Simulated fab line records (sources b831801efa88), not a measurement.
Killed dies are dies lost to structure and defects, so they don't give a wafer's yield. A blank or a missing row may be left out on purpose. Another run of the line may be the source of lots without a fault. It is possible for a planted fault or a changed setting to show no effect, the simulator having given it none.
Chamber matching -- flow sky130 -- SKY_PASSIVATION_CVD_02 on pecvd-03 has 3 sister chambers
The step deposits Si3N4, target thk 540 nm. 3 wafers are shown with their chamber, then 12 later ones without.

## WAFERS WITH THEIR CHAMBER
wafer,chamber,heater-power-w (W)
L083.1,0,841
L083.2,2,759
L083.3,1,1082

## WAFERS WITHOUT THEIR CHAMBER
wafer,heater-power-w (W)
L083.4,640
L083.5,877
L083.6,1081
L085.2,849
L085.3,765
L085.6,903
L089.1,778
L089.3,1112
L089.5,633
L095.2,792
L095.4,1129
L095.5,729

## WHICH CHAMBER EACH ONE RAN IN
wafer,from the rows above,in truth
L083.4,can't be placed: 2 or 0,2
L083.5,can't be placed: 0 or 2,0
L083.6,1,1
L085.2,can't be placed: 0 or 2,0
L085.3,can't be placed: 2 or 0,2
L085.6,can't be placed: 0 or 2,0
L089.1,can't be placed: 2 or 0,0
L089.3,1,1
L089.5,can't be placed: 2 or 0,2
L095.2,can't be placed: 2 or 0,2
L095.4,1,1
L095.5,can't be placed: 2 or 0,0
Placed correctly: 3 of 12. These rows do not allow placing 9 (true chamber among the candidates in 9). Number placed wrongly: 0.
How it was worked out, from the rows above alone: a wafer's distance from a chamber is the root of the sum, over the readings, of the square of ((its reading less the chamber's mean) divided by the reading's scatter). If the next closest chamber is less than 2 further off than the closest, the wafer can't be placed; otherwise it belongs to the closest. Each chamber's mean is taken over the wafers shown for it. The scatter: root of mean squared gap, hidden wafer to nearest shown wafer, with one shown wafer a chamber.
